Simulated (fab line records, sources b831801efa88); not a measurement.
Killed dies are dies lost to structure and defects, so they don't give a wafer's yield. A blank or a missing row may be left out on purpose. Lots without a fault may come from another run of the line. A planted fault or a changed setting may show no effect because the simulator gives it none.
fab line records | flow sfq_line
record lots=5 wafers=15 last_day=86
route steps=325 shown M2@92 I2@103 M3@118 I3@133 M8@325
lots that met no fault: from a run of the same line without faults
start_h: hours from the record's first day to the start of the lot's first wafer shown | wait_h: hours since the lot's step before | " the same as in the row above | L1.1+2: a row that stands for several wafers | - no value, or no start given | * or withheld: withheld | < > ~ a bound
route shown NAME@n: a module of which the file shows steps, and the number in the route of the first | usual: mean/standard deviation of fault-free wafers | same: alike in all rows | chamber/n: place in a boat | sites: the reading at each site | _std_site: their standard deviation | _edge_site: outer sites' mean less inner sites' | radius_mm: how far each site lies from the wafer's centre | mask NAME#n: copy n | behind: the tool/chamber that last shaped the wafer | hold: why the lot was held/for how many hours/how that ended | device: the transistor (n, p or np) that didn't switch | end of line: the same wafers' tests at the end of the route | a step without rows: its recipe alone | killed: dies lost to structure and defects at the first sort, not the wafer's yield | map: a wafer's dies, x killed, . not, _ none there
set.NAME: the setting as run; set.NAME@STEP: as run at that earlier step | model.NAME: the simulator's own value behind a step, which no gauge read
lots at some steps of the route; a table a step, a row a wafer
services: from which hour (start_h, from the record's first day; less than 0 if before it) a tool's chamber was out of use, for how many hours, and why
## steps
# step SFQ_TRILAYER_M2_LITHO_COAT_062
# recipe resist=BARC spin_rpm=3000 resist_thk_nm=62
# step SFQ_TRILAYER_M2_LITHO_COAT_057
# recipe resist=KrF spin_rpm=3000 resist_thk_nm=600
# step SFQ_TRILAYER_M2_LITHO_SOFTBAKE_061
# recipe temp_c=withheld time_s=withheld resist=KrF
# step SFQ_TRILAYER_M2_LITHO_EXPOSE_058
# recipe mask_id=M2 na=0.6 source_shape=conventional sigma_outer=0.65 target_cd_nm=500 dose_mj=14.4
# step SFQ_TRILAYER_M2_LITHO_PEB_060
# recipe peb_temp_c=115 peb_time_s=60 resist=KrF
# step SFQ_TRILAYER_M2_LITHO_DEVELOP_059
# recipe time_s=60 resist=KrF
# step SFQ_M2_OVL_MEAS_916
# usual M2_OVL=-1/5.4
# columns lot.wafer tool chamber start_h wait_h M2_OVL[nm]
L686.2 overlay-02 - 778.29 0.1 0
L686.4 " - " " -3
L686.6 " - " " 3
L689.1 overlay-02 - 807.09 0.1 -4
L689.2 " - " " -4
L689.5 " - " " -1
L697.3 overlay-01 - 862.40 0.1 -2
L697.5 " - " " 0
L697.6 " - " " -3
L698.1 overlay-01 - 1037.23 0.1 4
L698.4 " - " " 9
L698.5 " - " " 7
L699.1 overlay-01 - 1049.23 0.1 -4
L699.2 " - " " 2
L699.4 " - " " 3
# step SFQ_TRILAYER_M2_BARC_OPEN_METAL_ETCH_077
# recipe mask_material=PR chemistry=O2 target_depth_nm=125 target=BARC icp_w=600 bias_w=80 pressure_mtorr=10 time_s=41.7
# step SFQ_TRILAYER_M2_ETCH_METAL_ETCH_060
# recipe target=Nb stop_on=SiO2 mask_material=PR chemistry=Cl2/Ar target_depth_nm=240 icp_w=600 bias_w=80 pressure_mtorr=10 time_s=120
# usual drypump_motor_current_A=5.69/0.18 oes_product_au=0.893/0.008
# columns lot.wafer tool chamber start_h wait_h drypump_motor_current_A oes_product_au rf_hours_counter_h
L686.2 rie_metal-01 0 778.38 0.0 5.58 0.895 38
L686.4 " 0 " " 5.59 0.901 -
L686.6 " 1 " " 5.60 0.891 -
L689.1 rie_metal-04 1 807.18 0.0 5.93 0.888 120
L689.2 " 0 " " 5.78 0.891 130
L689.5 " 0 " " 5.79 0.880 -
L697.3 rie_metal-01 0 862.63 0.1 5.58 0.891 -
L697.5 " 0 " " 5.57 0.891 -
L697.6 " 0 " " 5.59 0.885 -
L698.1 rie_metal-04 1 1037.33 0.0 5.91 0.876 17
L698.4 " 1 " " 5.92 0.886 -
L698.5 " 0 " " 5.81 0.865 -
L699.1 rie_metal-02 0 1049.33 0.0 5.69 0.891 37
L699.2 " 1 " " 5.39 0.893 82
L699.4 " 1 " " 5.39 0.878 -
# step SFQ_TRILAYER_M2_STRIP_STRIP_061
# recipe gas=O2 power_w=200 platen_temp_c=40 overash_fraction=0.65 chemistry=O2 pressure_mtorr=50
# step SFQ_TRILAYER_M2_STRIP_SOLV_CLEAN_062
# recipe chemistry=NMP temp_c=70 time_s=600
# step SFQ_TRILAYER_I2_DEP_PECVD_063
# recipe material=SiO2 temp_c=150 time_s=111.11 pressure_torr=2.4 rf_w=183.3 precursor=SiH4/N2O target_thk_nm=500
# step SFQ_TRILAYER_I2_CMP_CMP_064
# recipe material=SiO2 down_force_psi=3 platen_rpm=60 pad_velocity_m_s=0.94248
# usual motor_current_A=10.1/1 retaining_ring_pressure_frac=1.000/0.0054 time_to_endpoint_s=218/6.7
# columns lot.wafer tool chamber start_h wait_h motor_current_A retaining_ring_pressure_frac time_to_endpoint_s model.SiO2_of_TRILAYER_I2_DEP_PECVD_063.thk_nm
L686.4 cmp-02 3 781.10 1.7 9.1 0.996 224 199.5
L686.2 " 1 782.10 2.8 10.1 1.000 216 199.6
L686.6 " 3 783.10 3.7 8.9 0.997 217 200.7
L689.1 cmp-02 3 809.26 1.1 8.8 1.005 211 199.3
L689.2 " 0 " " 9.5 1.006 206 199.4
L689.5 " 2 810.76 2.6 10.5 0.986 218 201.1
L697.3 cmp-02 0 866.47 2.3 8.9 1.005 220 199.7
L697.5 " 1 " " 9.9 1.001 264 149.1
L697.6 " 2 " " 11.0 1.000 263 149.4
L698.4 cmp-02 3 1038.31 0.0 8.9 0.997 207 200.4
L698.1 " 2 1039.81 1.5 11.0 0.991 211 199.9
L698.5 " 3 " " 8.8 0.993 215 200.8
L699.4 cmp-01 0 1051.41 1.1 11.0 1.007 215 198.6
L699.2 " 1 " " 9.4 1.004 201 198.7
L699.1 " 2 " " 9.6 1.005 208 200.1
# step SFQ_I2_BOW_MEAS_917
# recipe mode=bow
# usual I2_BOW=2/8.2
# columns lot.wafer tool chamber start_h wait_h I2_BOW[um]
L686.2 film_metro-04 - 783.62 1.0 13
L686.4 " - " " 7
L686.6 " - " " 6
L689.1 film_metro-01 - 811.76 2.0 6
L689.2 " - " " 9
L689.5 " - " " 6
L697.3 film_metro-04 - 868.01 1.0 1
L697.5 " - " " 9
L697.6 " - " " 5
L698.1 film_metro-01 - 1041.31 1.0 8
L698.4 " - " " -2
L698.5 " - " " 14
L699.1 film_metro-04 - 1053.91 1.0 5
L699.2 " - " " 0
L699.4 " - " " 8
# step SFQ_TRILAYER_I2_METRO_MEASURE_065
# usual thk_nm=199.9/0.86
# columns lot.wafer tool chamber start_h wait_h thk_nm
L686.2 film_metro-04 - 783.92 0.3 199.7
L686.4 " - " " 199.4
L686.6 " - " " 200.8
L689.1 film_metro-01 - 811.88 0.1 199.1
L689.2 " - " " 199.5
L689.5 " - " " 201.0
L697.3 film_metro-04 - 868.49 0.5 199.8
L697.5 " - " " 149.1
L697.6 " - " " 149.5
L698.1 film_metro-01 - 1041.43 0.1 199.9
L698.4 " - " " 200.3
L698.5 " - " " 200.8
L699.1 film_metro-04 - 1054.03 0.1 200.1
L699.2 " - " " 198.6
L699.4 " - " " 198.6
# step SFQ_TRILAYER_I2_VIA_LITHO_COAT_072
# recipe resist=BARC spin_rpm=3000 resist_thk_nm=62
# step SFQ_TRILAYER_I2_VIA_LITHO_COAT_067
# recipe resist=KrF spin_rpm=3000 resist_thk_nm=650
# step SFQ_TRILAYER_I2_VIA_LITHO_SOFTBAKE_071
# recipe temp_c=withheld time_s=withheld resist=KrF
# step SFQ_TRILAYER_I2_VIA_LITHO_EXPOSE_068
# recipe mask_id=I2 na=0.6 source_shape=conventional sigma_outer=0.65 target_cd_nm=500 dose_mj=21.3
# step SFQ_TRILAYER_I2_VIA_LITHO_PEB_070
# recipe peb_temp_c=115 peb_time_s=60 resist=KrF
# step SFQ_TRILAYER_I2_VIA_LITHO_DEVELOP_069
# recipe time_s=60 resist=KrF
# step SFQ_I2_OVL_MEAS_918
# usual I2_OVL=1/4.9
# columns lot.wafer tool chamber start_h wait_h I2_OVL[nm]
L686.2 overlay-01 - 935.88 0.1 1
L686.4 " - " " 3
L686.6 " - " " 4
L689.1 overlay-02 - 960.31 0.1 -1
L689.2 " - " " -4
L689.5 " - " " -3
L697.3 overlay-01 - 1015.64 0.1 7
L697.5 " - " " 10
L697.6 " - " " 6
L698.1 overlay-01 - 1161.06 0.1 -7
L698.4 " - " " -6
L698.5 " - " " -5
L699.1 overlay-01 - 1169.51 0.1 4
L699.2 " - " " 0
L699.4 " - " " 7
# step SFQ_TRILAYER_I2_VIA_BARC_OPEN_VIA_ETCH_096
# recipe mask_material=PR chemistry=O2 target_depth_nm=125 target=BARC source_w=500 bias_w=80 pressure_mtorr=30 time_s=41.7
# usual drypump_motor_current_A=5.7/0.61 oes_product_au=0.685/0.0044
# columns lot.wafer tool chamber start_h wait_h drypump_motor_current_A oes_product_au rf_hours_counter_h
L686.2 rie_diel-04 3 935.91 0.0 6.6 0.682 7
L686.4 " 1 " " 5.3 0.685 6
L686.6 " 0 " " 5.3 0.683 -
L689.1 rie_diel-01 2 960.34 0.0 6.7 0.687 1
L689.2 " 1 " " 4.8 0.689 14
L689.5 " 0 " " 5.3 0.684 -
L697.3 rie_diel-01 3 1015.67 0.0 6.8 0.691 7
L697.5 " 0 " " 5.3 0.681 -
L697.6 " 1 " " 4.8 0.686 -
L698.1 rie_diel-04 2 1161.09 0.0 5.5 0.688 3
L698.4 " 1 " " 5.3 0.689 8
L698.5 " 2 " " 5.5 0.680 -
L699.1 rie_diel-04 1 1169.54 0.0 5.3 0.687 8
L699.2 " 3 " " 6.6 0.684 10
L699.4 " 2 " " 5.5 0.685 4
# step SFQ_TRILAYER_I2_VIA_ETCH_VIA_ETCH_070
# recipe target=SiO2 stop_on=Nb mask_material=PR taper_deg=20 chemistry=CHF3 target_depth_nm=260 source_w=500 bias_w=80 pressure_mtorr=30 time_s=withheld
# usual drypump_motor_current_A=5.7/0.6 oes_product_au=0.854/0.0046
# columns lot.wafer tool chamber start_h wait_h drypump_motor_current_A oes_product_au model.etch.depth_nm model.I2.feature_depth_nm
L686.2 rie_diel-04 3 935.95 0.0 6.6 0.851 199.6 199.6
L686.4 " 1 " " 5.3 0.848 199.5 199.5
L686.6 " 0 " " 5.4 0.863 200.7 200.7
L689.1 rie_diel-01 2 960.38 0.0 6.7 0.846 199.3 199.3
L689.2 " 1 " " 4.7 0.854 199.4 199.4
L689.5 " 0 " " 5.3 0.858 201.1 201.1
L697.3 rie_diel-01 3 1015.71 0.0 6.8 0.852 199.7 199.7
L697.5 " 0 " " 5.3 0.735 149.1 149.1
L697.6 " 1 " " 4.8 0.736 149.4 149.4
L698.1 rie_diel-04 2 1161.13 0.0 5.5 0.861 199.9 199.9
L698.4 " 1 " " 5.3 0.858 200.4 200.4
L698.5 " 2 " " 5.5 0.859 200.8 200.8
L699.1 rie_diel-04 1 1169.58 0.0 5.3 0.848 200.1 200.1
L699.2 " 3 " " 6.6 0.851 198.7 198.7
L699.4 " 2 " " 5.5 0.854 198.6 198.6
# step SFQ_TRILAYER_I2_VIA_STRIP_STRIP_071
# recipe gas=O2 power_w=200 platen_temp_c=40 overash_fraction=0.65 chemistry=O2 pressure_mtorr=50
# usual drypump_motor_current_A=5.8/0.35 oes_product_au=0.997/0.009
# columns lot.wafer tool chamber start_h wait_h drypump_motor_current_A oes_product_au rf_hours_counter_h
L686.2 rie_metal-01 0 936.06 - 5.6 1.004 64
L686.4 " 1 " " 5.6 0.993 -
L686.6 " 1 " " 5.6 0.994 -
L689.1 rie_metal-02 1 960.50 - 5.4 1.009 74
L689.2 " 0 " " 5.7 0.997 28
L689.5 " 1 " " 5.4 1.012 -
L697.3 rie_metal-01 0 1016.02 - 5.6 1.007 -
L697.5 " 0 " " 5.6 1.001 -
L697.6 " 1 " " 5.6 0.992 -
L698.1 rie_metal-02 0 1161.25 - 5.7 1.006 52
L698.4 " 1 " " 5.4 1.003 -
L698.5 " 1 " " 5.4 0.992 -
L699.1 rie_metal-01 1 1169.70 - 5.6 0.995 41
L699.2 " 1 " " 5.6 0.997 -
L699.4 " 1 " " 5.6 0.996 -
# step SFQ_TRILAYER_I2_VIA_STRIP_SOLV_CLEAN_072
# recipe chemistry=NMP temp_c=70 time_s=600
# step SFQ_TRILAYER_M3_DEP_PRE_CLEAN_074
# recipe gas=Ar time_s=22.5 bias_v=250
# usual bias_v=250.4/2.3
# columns lot.wafer tool chamber start_h wait_h bias_v model.SiO2_of_TRILAYER_I2_DEP_PECVD_063.thk_nm
L686.2 pvd_sputter-05 - 936.83 0.0 248.8 192.1
L686.4 " - " " 246.9 192
L686.6 " - " " 246.8 193.2
L689.1 pvd_sputter-03 - 961.27 0.0 255.3 191.8
L689.2 " - " " 256.0 191.9
L689.5 " - " " 250.2 193.6
L697.3 pvd_sputter-04 - 1016.60 0.0 254.8 192.2
L697.5 " - " " 252.3 141.6
L697.6 " - " " 249.3 141.9
L698.1 pvd_sputter-05 - 1162.04 0.0 249.9 192.4
L698.4 " - " " 249.1 192.9
L698.5 " - " " 248.4 193.3
L699.1 pvd_sputter-04 - 1171.07 0.0 247.3 192.6
L699.2 " - " " 249.1 191.2
L699.4 " - " " 249.2 191.1
# step SFQ_TRILAYER_M3_DEP_SPUTTER_073
# recipe material=Nb base_pressure_pa=1.33e-06 chamber_pressure_pa=0.1333 substrate_temp_c=20 resputter_cathode_voltage_v=400 target_thk_nm=200 power_w=2000 time_s=133.3
# step SFQ_M3_RS_MEAS_919
# recipe thk_meas_gauge=four-point-probe reads=Nb_of_TRILAYER_M3_DEP_SPUTTER_073
# usual M3_NB_RS=0.896/0.0092
# columns lot.wafer tool chamber start_h wait_h M3_NB_RS[ohm/sq]
L686.2 film_metro-02 - 936.97 0.1 0.903
L686.4 " - " " 0.904
L686.6 " - " " 0.898
L689.1 film_metro-02 - 961.39 0.0 0.887
L689.2 " - " " 0.894
L689.5 " - " " 0.883
L697.3 film_metro-01 - 1016.76 0.1 0.886
L697.5 " - " " 0.886
L697.6 " - " " 0.894
L698.1 film_metro-01 - 1162.16 0.0 0.884
L698.4 " - " " 0.895
L698.5 " - " " 0.901
L699.1 film_metro-02 - 1171.19 0.0 0.907
L699.2 " - " " 0.898
L699.4 " - " " 0.902
# step SFQ_TRILAYER_M3_LITHO_COAT_080
# recipe resist=BARC spin_rpm=3000 resist_thk_nm=62
# step SFQ_TRILAYER_M3_LITHO_COAT_075
# recipe resist=KrF spin_rpm=3000 resist_thk_nm=600
# step SFQ_TRILAYER_M3_LITHO_SOFTBAKE_079
# recipe temp_c=withheld time_s=withheld resist=KrF
# step SFQ_TRILAYER_M3_LITHO_EXPOSE_076
# recipe mask_id=M3 na=0.6 source_shape=conventional sigma_outer=0.65 target_cd_nm=500 dose_mj=14.4
# step SFQ_TRILAYER_M3_LITHO_PEB_078
# recipe peb_temp_c=115 peb_time_s=60 resist=KrF
# step SFQ_TRILAYER_M3_LITHO_DEVELOP_077
# recipe time_s=60 resist=KrF
# step SFQ_M3_OVL_MEAS_921
# usual M3_OVL=1/6
# columns lot.wafer tool chamber start_h wait_h M3_OVL[nm]
L686.2 overlay-02 - 1085.34 0.1 9
L686.4 " - " " 4
L686.6 " - " " 8
L689.1 overlay-01 - 1110.53 0.1 6
L689.2 " - " " 8
L689.5 " - " " 5
L697.3 overlay-01 - 1144.27 0.1 13
L697.5 " - " " 11
L697.6 " - " " 13
L698.1 overlay-01 - 1227.11 0.1 2
L698.4 " - " " -4
L698.5 " - " " -1
L699.1 overlay-01 - 1246.23 0.1 -1
L699.2 " - " " 3
L699.4 " - " " 4
# step SFQ_TRILAYER_M3_BARC_OPEN_METAL_ETCH_100
# recipe mask_material=PR chemistry=O2 target_depth_nm=125 target=BARC icp_w=600 bias_w=80 pressure_mtorr=10 time_s=41.7
# step SFQ_TRILAYER_M3_ETCH_METAL_ETCH_078
# recipe target=Nb stop_on=SiO2 mask_material=PR chemistry=Cl2/Ar target_depth_nm=240 icp_w=600 bias_w=80 pressure_mtorr=10 time_s=120
# usual drypump_motor_current_A=5.90/0.25 oes_product_au=0.891/0.0072
# columns lot.wafer tool chamber start_h wait_h drypump_motor_current_A oes_product_au rf_hours_counter_h
L686.2 rie_metal-04 0 1085.43 0.0 5.81 0.886 30
L686.4 " 1 " " 5.95 0.888 -
L686.6 " 1 " " 5.94 0.888 -
L689.1 rie_metal-03 1 1110.63 0.0 6.02 0.896 14
L689.2 " 0 " " 6.45 0.893 74
L689.5 " 1 " " 6.02 0.909 -
L697.3 rie_metal-04 0 1144.39 0.1 5.79 0.894 -
L697.5 " 0 " " 5.79 0.897 -
L697.6 " 1 " " 5.91 0.897 -
L698.1 rie_metal-04 0 1227.20 0.0 5.78 0.905 54
L698.4 " 1 " " 5.95 0.891 -
L698.5 " 0 " " 5.76 0.891 -
L699.1 rie_metal-03 1 1246.32 0.0 6.01 0.886 36
L699.2 " 0 " " 6.51 0.890 96
L699.4 " 1 " " 6.02 0.883 -
# step SFQ_TRILAYER_M3_STRIP_STRIP_079
# recipe gas=O2 power_w=200 platen_temp_c=40 overash_fraction=0.65 chemistry=O2 pressure_mtorr=50
# step SFQ_TRILAYER_M3_STRIP_SOLV_CLEAN_080
# recipe chemistry=NMP temp_c=70 time_s=600
# step SFQ_TRILAYER_I3_DEP_PECVD_081
# recipe material=SiO2 temp_c=150 time_s=111.11 pressure_torr=2.4 rf_w=183.3 precursor=SiH4/N2O target_thk_nm=500
# usual heater_power_w=77/12 throttle_valve_pct=24.6/1.4
# columns lot.wafer tool chamber start_h wait_h heater_power_w throttle_valve_pct
L686.2 pecvd-03 0 1086.34 0.0 86 23.6
L686.4 " 2 " " 71 25.6
L686.6 " 1 " " 75 24.2
L689.1 pecvd-01 1 1111.53 0.0 88 22.1
L689.2 " 0 " " 85 23.1
L689.5 " 2 " " 74 22.9
L697.3 pecvd-03 0 1145.27 0.0 87 23.6
L697.5 " 2 " " 71 25.8
L697.6 " 1 " " 79 24.6
L698.1 pecvd-02 1 1228.10 0.0 52 27.2
L698.4 " 1 " " 53 27.3
L698.5 " 0 " " 83 25.0
L699.1 pecvd-02 2 1247.22 0.0 86 24.2
L699.2 " 1 " " 53 27.6
L699.4 " 0 " " 85 24.9
# step SFQ_M8_BOW_MEAS_951
# recipe mode=bow
# usual M8_BOW=9/7.9
# columns lot.wafer tool chamber start_h wait_h M8_BOW[um] model.etest.i2.link_ohm
L686.2 film_metro-02 - 2018.94 0.0 18 1.97
L686.4 " - " " 11 1.97
L686.6 " - " " 10 1.972
L689.1 film_metro-02 - 2023.27 0.0 11 1.973
L689.2 " - " " 14 1.982
L689.5 " - " " 9 1.971
L697.3 film_metro-01 - 2049.78 0.0 4 1.97
L697.5 " - " " 10 1.925
L697.6 " - " " 6 1.928
L698.1 film_metro-01 - 2064.32 0.0 15 1.988
L698.4 " - " " 4 1.986
L698.5 " - " " 21 2
L699.1 film_metro-02 - 2069.28 0.0 3 1.989
L699.2 " - " " -1 1.986
L699.4 " - " " 6 1.996
## services
# columns tool chamber start_h hours kind
rie_diel-04 3 780.84 61.4 repair
rie_metal-04 0 793.62 7.3 repair
rie_metal-04 - 828.27 1.7 repair
rie_metal-01 - 829.27 0.5 repair
rie_diel-04 0 838.55 8.0 repair
rie_metal-01 1 847.35 1.7 repair
rie_diel-04 2 848.12 1.4 repair
rie_diel-04 - 853.03 4.3 pm
rie_diel-04 1 858.37 19.2 repair
rie_metal-04 1 861.26 5.8 repair
rie_diel-04 2 914.53 7.9 repair
rie_metal-04 - 915.31 2.8 pm
rie_diel-04 - 923.37 0.6 repair
rie_diel-04 0 926.01 2.6 repair
rie_diel-04 - 960.19 0.8 repair
rie_diel-04 - 998.22 1.0 repair
rie_diel-04 - 1010.44 0.6 repair
rie_metal-01 - 1049.94 0.4 repair
rie_metal-04 1 1059.76 7.1 repair
rie_metal-04 - 1082.37 1.4 repair
rie_diel-04 3 1082.51 7.5 repair
rie_metal-01 0 1168.97 6.5 repair
rie_diel-04 - 1182.89 0.7 repair
rie_metal-01 1 1244.02 14.1 repair
## key
first_sign step=SFQ_TRILAYER_I2_CMP_CMP_064 reading=time_to_endpoint_s direction=up sigmas=6.8 usual=* struck=*
effect step=SFQ_TRILAYER_I2_METRO_MEASURE_065 reading=thk_nm direction=down sigmas=59 usual=199.9 struck=149.3
effect step=SFQ_TRILAYER_I2_VIA_ETCH_VIA_ETCH_070 reading=oes_product_au direction=down sigmas=26 usual=0.854 struck=0.736
model_effect step=SFQ_TRILAYER_I2_CMP_CMP_064 value=SiO2_of_TRILAYER_I2_DEP_PECVD_063.thk_nm without=199.3 struck=149.3
model_effect step=SFQ_TRILAYER_I2_VIA_ETCH_VIA_ETCH_070 value=etch.depth_nm without=199.3 struck=149.3
model_effect step=SFQ_TRILAYER_M3_DEP_PRE_CLEAN_074 value=SiO2_of_TRILAYER_I2_DEP_PECVD_063.thk_nm without=191.8 struck=141.8
model_effect step=SFQ_M8_BOW_MEAS_951 value=etest.i2.link_ohm without=1.973 struck=1.926
met_at SFQ_TRILAYER_I2_CMP_CMP_064
struck_wafers L697.5,L697.6
onset_between 809.26 866.47
fault kind=process_parameter_drift tool=cmp-02 chamber=- onset_h=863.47 steps=SFQ_TRILAYER_I2_CMP_CMP_064 channel=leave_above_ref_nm offset=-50 shape=step end_h=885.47 scope=struck_wafers_only acts_in=these_recipes_only stated=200
